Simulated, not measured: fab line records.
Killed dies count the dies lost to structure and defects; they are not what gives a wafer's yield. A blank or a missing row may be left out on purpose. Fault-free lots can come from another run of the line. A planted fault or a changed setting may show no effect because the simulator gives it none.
What tool caused it?    flow gf180mcu    13 lots with 39 wafers sampled at 4 steps, on a route of 602 steps

## WHAT THE GAUGES READ, wafer by wafer
GF_VT_IMPLANT_OVL_MEAS_07. Usual: VT_IMPLANT_OVL gives -0.3 nm (standard deviation 1.3).
lot   measured      on          VT_IMPLANT_OVL (nm)  flag
L885  day 5 14:46   overlay-02  -2.7 -0.3 -2.0       
L886  day 5 20:43   overlay-02  -1.0 -0.2 -0.6       
L888  day 6 09:25   overlay-01  0.1 -0.8 1.9         
L893  day 7 14:22   overlay-02  -2.2 -2.8 -2.0       
L894  day 8 00:18   overlay-02  1.2 0.5 0.3          
L896  day 8 12:16   overlay-01  0.3 0.2 1.9          
L899  day 9 07:44   overlay-02  0.4 1.6 -0.4         
L900  day 9 13:14   overlay-01  -0.4 -2.1 -1.8       
L903  day 10 06:51  overlay-01  1.0 -1.6 -0.3        
L904  day 10 13:49  overlay-01  -1.6 -1.3 -2.3       
L906  day 11 00:19  overlay-01  -2.0 -1.1 -0.7       
L907  day 11 07:40  overlay-02  -0.7 -2.8 -1.4       
L908  day 11 12:44  overlay-01  -0.6 -1.4 -1.2       

GF_POLY_GATE_THK_MEAS_01. Usual: POLY_GATE_CVD_00_THK gives 199.9 nm (standard deviation 2).
lot   measured      on             POLY_GATE_CVD_00_THK (nm)  flag
L885  day 8 11:32   film_metro-04  197.2 195.6 196.2          
L886  day 8 16:45   film_metro-04  202.3 200.6 200.1          
L888  day 9 07:52   film_metro-04  199.6 200.8 200.4          
L893  day 10 15:42  film_metro-04  199.5 199.8 199.2          
L894  day 11 06:05  film_metro-03  202.8 203.5 203.6          
L896  day 11 19:59  film_metro-03  201.0 201.6 200.4          
L899  day 12 15:44  film_metro-04  199.8 198.6 200.8          
L900  day 13 01:38  film_metro-04  199.3 200.8 199.3          
L903  day 13 23:17  film_metro-02  198.9 198.8 198.3          
L904  day 14 12:34  film_metro-03  200.0 199.3 200.7          
L906  day 14 22:07  film_metro-03  201.2 199.8 200.3          
L907  day 15 04:13  film_metro-03  198.7 200.5 199.3          
L908  day 15 06:53  film_metro-04  195.8 198.3 198.6          

GF_HV_LDD_CD_MEAS_31 targets a cd of 400 nm. Usual: cd_nm reads 399.6 nm (standard deviation 2).
lot   measured      on         cd_nm (nm)         flag
L885  day 11 13:20  cd_sem-01  400.4 402.1 402.6  
L886  day 11 17:50  cd_sem-01  398.2 398.8 398.9  
L888  day 12 11:38  cd_sem-02  398.4 401.9 399.1  
L893  day 13 23:08  cd_sem-02  401.9 399.3 401.3  
L894  day 14 14:30  cd_sem-02  373.9 377.0 375.3  OFF
L896  day 15 04:54  cd_sem-02  378.4 377.5 377.6  OFF
L899  day 16 08:15  cd_sem-01  400.9 401.0 399.0  
L900  day 16 19:00  cd_sem-02  402.3 401.0 400.6  
L903  day 17 15:05  cd_sem-01  399.6 398.1 396.6  
L904  day 18 04:59  cd_sem-02  397.9 399.8 397.8  
L906  day 18 19:02  cd_sem-01  397.3 398.3 397.6  
L907  day 19 00:05  cd_sem-02  399.7 401.3 402.6  
L908  day 19 05:28  cd_sem-02  401.9 399.4 398.7  

## WHICH TOOL RAN EACH LOT (tool, then ch and the chambers of the sampled wafers, then the start)
lot   GF_HV_LDD_EXPOSE_28
L885  iline_stepper-01 ch 0, day 11 04:21
L886  iline_stepper-02 ch 0, day 11 08:46
L888  iline_stepper-02 ch 0, day 12 02:08
L893  iline_stepper-02 ch 0, day 13 13:09
L894  iline_stepper-02 ch 0, day 14 04:36
L896  iline_stepper-02 ch 0, day 14 19:13
L899  iline_stepper-01 ch 0, day 15 21:26
L900  iline_stepper-01 ch 0, day 16 07:26
L903  iline_stepper-01 ch 0, day 17 04:58
L904  iline_stepper-01 ch 0, day 17 17:14
L906  iline_stepper-01 ch 0, day 18 06:56
L907  iline_stepper-01 ch 0, day 18 12:34
L908  iline_stepper-01 ch 0, day 18 17:31
- GF_HV_LDD_EXPOSE_28: exposes mask Nplus HV AREA, target cd 400 nm.

## WHAT THE TOOLS THEMSELVES READ (means of the sampled wafers that have a number; where no wafer has one, the mark that the record gives instead)
GF_HV_LDD_EXPOSE_28. Usual: exposure_dose_mJ_cm2 reads 139.98 (standard deviation 0.14).
lot   tool              exposure_dose_mJ_cm2  flag
L885  iline_stepper-01  139.83                
L886  iline_stepper-02  139.90                
L888  iline_stepper-02  139.94                
L893  iline_stepper-02  140.06                
L894  iline_stepper-02  128.87                OFF
L896  iline_stepper-02  128.84                OFF
L899  iline_stepper-01  140.10                
L900  iline_stepper-01  139.97                
L903  iline_stepper-01  139.88                
L904  iline_stepper-01  140.17                
L906  iline_stepper-01  140.10                
L907  iline_stepper-01  140.08                
L908  iline_stepper-01  139.98                

## THE ANSWER, worked out from the rows above alone
Rule: a lot is off if the mean of its wafers that have a number lies more than 3 standard deviations from the usual mean. Also off: a lot with no number at a reading for which 4 or more lots have one. The other lots that the step has rows for count as sound. The gauges are gone through in route order, then the tools' own readings, and for those a lot's mean is taken as printed above. At the first step where some lot is off, the reading lying furthest off is the one used; lots without a number count as furthest.
Off: L894, L896 (GF_HV_LDD_CD_MEAS_31, cd_nm).
A tool fits if, at a process step before that reading, it ran every lot that is off, and no sound lot after the first of them. The gauges at GF_HV_LDD_CD_MEAS_31 aren't tried: what is off there is off at GF_HV_LDD_EXPOSE_28 too, on other tools, and a gauge's error can't cause that. One candidate fits, namely iline_stepper-02 at GF_HV_LDD_EXPOSE_28. A fault onset in the window from L893 (day 13 13:09, its last sound lot) to L894 (day 14 04:36, its first lot off) fits.
The tool's own readings at GF_HV_LDD_EXPOSE_28 bear it out: on the lots that are off they differ by more than 5 times the standard deviation of the sound lots' means. exposure_dose_mJ_cm2 reads 128.86 there against 140.00 on the sound lots.

## WHAT THE SIMULATOR HAD PUT IN
Process parameters drifting: iline_stepper-02 at GF_HV_LDD_EXPOSE_28, beginning at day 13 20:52. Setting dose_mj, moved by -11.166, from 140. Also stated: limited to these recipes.
Struck lots among those shown: L894, L896. The rule above reached the same finding.
